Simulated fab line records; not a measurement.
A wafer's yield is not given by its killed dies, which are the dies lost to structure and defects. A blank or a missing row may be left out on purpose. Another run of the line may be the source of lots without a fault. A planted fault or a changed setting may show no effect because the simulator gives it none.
One fault seen from 2 desks | flow sfq line | what lay behind the numbers comes last; until then each desk has only its own

## THE TOOL OWNER'S DESK: rie metal-01
The tool's own readings at SFQ_TRILAYER_M1_ETCH_METAL_ETCH_042 (etches Nb in Cl2/Ar, stops on SiO2, target depth 240 nm, time 120 s): means of the sampled wafers that have a number, for each lot that ran on this tool. A lot is out of limits, marked OUT, if its mean lies more than 4 standard deviations from the usual mean; the brackets give that distance.
Columns: A = chamber pressure mTorr at SFQ_TRILAYER_M1_ETCH_METAL_ETCH_042, usual 10.001 mTorr; B = drypump motor current A at SFQ_TRILAYER_M1_ETCH_METAL_ETCH_042, usual 6.0 A; C = oes product au at SFQ_TRILAYER_M1_ETCH_METAL_ETCH_042, usual 0.896 a.u.
lot  | first seen here | A      | B   | C
L917 | day 23 05:10    | 10.006 | 6.0 | 0.903
L920 | day 24 12:24    | 9.993  | 5.6 | 0.889
L923 | day 31 19:56    | 10.011 | 5.3 | 0.903
L927 | day 34 08:01    | 9.997  | 6.0 | 0.830 (-9.2) OUT
L928 | day 34 11:37    | 10.004 | 6.0 | 0.822 (-10) OUT
This desk's finding: out of limits on L927, L928; first on L927, day 34 08:01 (oes product au at SFQ_TRILAYER_M1_ETCH_METAL_ETCH_042). In limits: L917, L920, L923.

## METROLOGY DESK
What the gauges read for every lot (on any tool): the sampled wafers with a number, averaged. A lot is out of limits, marked OUT, if its mean lies more than 4 standard deviations from the usual mean; the brackets give that distance.
Columns: A = JJ_NB_RS at SFQ_JJ_RS_MEAS_929, usual 1.054 ohm/sq
lot  | first seen here | A
L908 | day 47 00:03    | 1.053
L909 | day 47 01:15    | 1.057
L910 | day 47 02:28    | 1.056
L913 | day 54 00:24    | 1.060
L917 | day 54 16:37    | 1.045
L919 | day 56 10:07    | 1.050
L920 | day 56 15:42    | 1.055
L921 | day 60 09:18    | 1.062
L922 | day 60 22:31    | 1.056
L923 | day 61 03:18    | 1.070
L927 | day 62 07:55    | 1.060
L928 | day 62 09:07    | 1.057
L929 | day 62 21:14    | 1.053
L930 | day 63 12:41    | 1.071
Finding of this desk: none of the 14 lots has anything out of limits.

## TAKEN TOGETHER
The tool owner's desk had the chance to raise an alarm at day 34 08:01 on L927, L928.
From the metrology desk's view, nothing was out of limits.
The metrology desk holds a record of L927, L928, inside its limits.
On rie metal-01, each named lot ran SFQ_TRILAYER_M1_ETCH_METAL_ETCH_042.

## WHAT THE SIMULATOR HAD PUT IN
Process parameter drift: rie metal-01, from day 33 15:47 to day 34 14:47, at SFQ_TRILAYER_M1_ETCH_METAL_ETCH_042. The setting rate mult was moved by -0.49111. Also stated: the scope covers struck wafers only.
Lots struck among those shown: L927, L928.
Hours from the fault's start to each desk's first reading out of limits: the tool owner's desk, 16.
